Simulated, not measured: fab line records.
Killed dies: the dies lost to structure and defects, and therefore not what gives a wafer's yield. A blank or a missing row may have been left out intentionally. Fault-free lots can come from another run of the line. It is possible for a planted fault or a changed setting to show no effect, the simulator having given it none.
Lot-split experiment	flow gf180mcu	5 lots, 23 wafers read, on a route of 602 steps

== SPLIT DETAILS ==
At GF_TOP_METAL_DEVELOP_13 (develop time 60 s), the setting develop time s was moved away from the recipe's 60 s on 6 of the 23 wafers read, by -14.2% to +14.5%. The other wafers ran this setting at the recipe's value.

The file shows no step between the split and the reading.

== THE READING ==
cd nm (nm) at GF_TOP_METAL_CD_MEAS_14, where the cd target is 440 nm. Typical for fault-free wafers on this fab line: 440.5 nm, with standard deviation 1.9 nm.

wafer	tool, chamber at the split	develop time s as run, s	against the recipe	cd nm, nm	against lot-mates on the recipe
L075.1	litho track-04, 0	60	recipe	442.0	-
L075.2	litho track-04, 0	60	recipe	442.5	-
L075.3	litho track-04, 0	60	recipe	444.0	-
L075.5	litho track-04, 0	60	recipe	440.8	-
L075.6	litho track-04, 0	60	recipe	444.1	-
L077.1	litho track-04, 0	60	recipe	443.3	-
L077.2	litho track-04, 0	60	recipe	442.2	-
L077.5	litho track-04, 0	60	recipe	443.6	-
L082.1	litho track-03, 0	51.5	-14.2%	454.4	+15.1
L082.2	litho track-03, 0	60	recipe	440.7	-
L082.4	litho track-03, 0	60	recipe	437.8	-
L082.5	litho track-03, 0	51.5	-14.2%	456.3	+17.0
L082.6	litho track-03, 0	60	recipe	439.3	-
L083.1	litho track-04, 0	60	recipe	441.3	-
L083.2	litho track-04, 0	60	recipe	438.6	-
L083.3	litho track-04, 0	68.67	+14.5%	427.1	-12.6
L083.5	litho track-04, 0	68.67	+14.5%	428.4	-11.3
L083.6	litho track-04, 0	60	recipe	439.1	-
L084.1	litho track-04, 0	60	recipe	440.2	-
L084.3	litho track-04, 0	63.53	+5.9%	436.4	-3.8
L084.4	litho track-04, 0	60	recipe	440.8	-
L084.5	litho track-04, 0	60	recipe	439.6	-
L084.6	litho track-04, 0	63.53	+5.9%	437.4	-2.8

THE FIT
A straight line over all 23 wafers: cd nm changes by -0.948 nm for each +1% of develop time s; r = -0.96; the points scatter about the line by 1.8 nm.
The same after taking each lot's own level away (the mean of its wafers on the recipe; 23 wafers): -0.953 nm for each +1%; r = -0.97; scatter 1.4 nm.
On that fit, the largest move of develop time s shifts the reading by 14 nm.
Measured against the standard deviation above, the lots' own levels, which go from 439.27 to 443.03 nm, span 2.0 times it.
So the lot-to-lot level changes the slope little: the two slopes agree.
Check: with one of the wafers moved furthest among these (+14.5%) left out of the fit, the line predicts -13.4 nm for it against its lot-mates. It came out at -12.6 nm against them.

== OTHER SPLITS ON THESE WAFERS ==
Before the reading, these wafers also passed through other splits. Each is held against what the fit with the lots' levels taken away leaves over:
other split on the same wafers	wafers away from the commonest value	r with cd nm (lot level and that fit taken away)
GF_V5_CMP_04 leave above ref nm	8	-0.10
GF_V5_SOFTBAKE_10 temp c	8	-0.17
GF_TOP_METAL_SPUTTER_03 time s	10	-0.02

== THE FILE'S OWN FIT ==
cd nm changes by -0.944 nm for each +1% of develop time s, r = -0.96.
